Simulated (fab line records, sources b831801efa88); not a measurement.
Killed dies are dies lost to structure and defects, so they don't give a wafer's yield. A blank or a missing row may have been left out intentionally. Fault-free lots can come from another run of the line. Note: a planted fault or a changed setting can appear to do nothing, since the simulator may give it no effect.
A single fault, viewed from 2 desks + flow gf180mcu + only its own numbers are on each desk; what lay behind them is given at the end

## TOOL OWNER'S DESK, lithoTrack-04
The tool's own readings at GF_VT_IMPLANT_COAT_35 (resist thk 1000 nm): means of the sampled wafers that have a number, for each lot that ran on this tool. Marked OUT: a lot whose mean sits more than 4 standard deviations from the usual mean, which makes it out of limits; the brackets give that distance.
Columns: A = spinSpeedRpm at GF_VT_IMPLANT_COAT_35, usual 2999.8 rpm
| lot  | first seen here | A      |
|------|-----------------|--------|
| L430 | day 7 08:32     | 3000.4 |
| L435 | day 8 13:32     | 3000.2 |
| L439 | day 9 16:59     | 3000.1 |
| L440 | day 9 21:51     | 2997.1 |
| L441 | day 10 05:12    | 2999.0 |
| L442 | day 10 13:18    | 3000.5 |
| L445 | day 11 09:17    | 3000.0 |
| L447 | day 11 20:38    | 2999.0 |
This desk's finding: nothing out of limits on any of the 8 lots.

## AT THE METROLOGY DESK
What the gauges read for every lot (on any tool): the sampled wafers with a number, averaged. Marked OUT: a lot whose mean sits more than 4 standard deviations from the usual mean, which makes it out of limits; the brackets give that distance.
Columns: A = STI_CVD_03_THK at GF_STI_THK_MEAS_04, usual 203.1 nm; B = cdNm at GF_PSD_CD_MEAS_07, usual 401.2 nm; C = SALICIDE_TIN_THK at GF_SALICIDE_THK_MEAS_05, usual 19.86 nm
| lot  | first seen here | A     | B     | C     |
|------|-----------------|-------|-------|-------|
| L430 | day 1 14:38     | 203.4 | 401.0 | 19.74 |
| L431 | day 1 19:34     | 201.6 | 402.7 | 19.97 |
| L432 | day 1 23:36     | 200.9 | 403.5 | 19.91 |
| L434 | day 2 09:34     | 204.3 | 402.3 | 20.04 |
| L435 | day 2 14:34     | 199.4 | 396.2 | 20.12 |
| L437 | day 3 00:35     | 205.6 | 400.6 | 19.95 |
| L438 | day 3 05:34     | 201.2 | 401.3 | 19.87 |
| L439 | day 3 10:39     | 205.4 | 400.3 | 20.04 |
| L440 | day 3 15:58     | 201.6 | 397.5 | 20.05 |
| L441 | day 3 20:34     | 203.1 | 400.8 | 20.12 |
| L442 | day 4 03:40     | 205.5 | 399.6 | 19.71 |
| L445 | day 4 16:35     | 202.3 | 400.5 | 19.90 |
| L447 | day 5 02:42     | 204.5 | 401.5 | 19.98 |
This desk's finding: nothing out of limits on any of the 13 lots.

## ALL TOGETHER
The desk of the tool owner found nothing out of limits.
The metrology desk saw nothing out of limits.

## WHAT THE SIMULATOR PUT IN
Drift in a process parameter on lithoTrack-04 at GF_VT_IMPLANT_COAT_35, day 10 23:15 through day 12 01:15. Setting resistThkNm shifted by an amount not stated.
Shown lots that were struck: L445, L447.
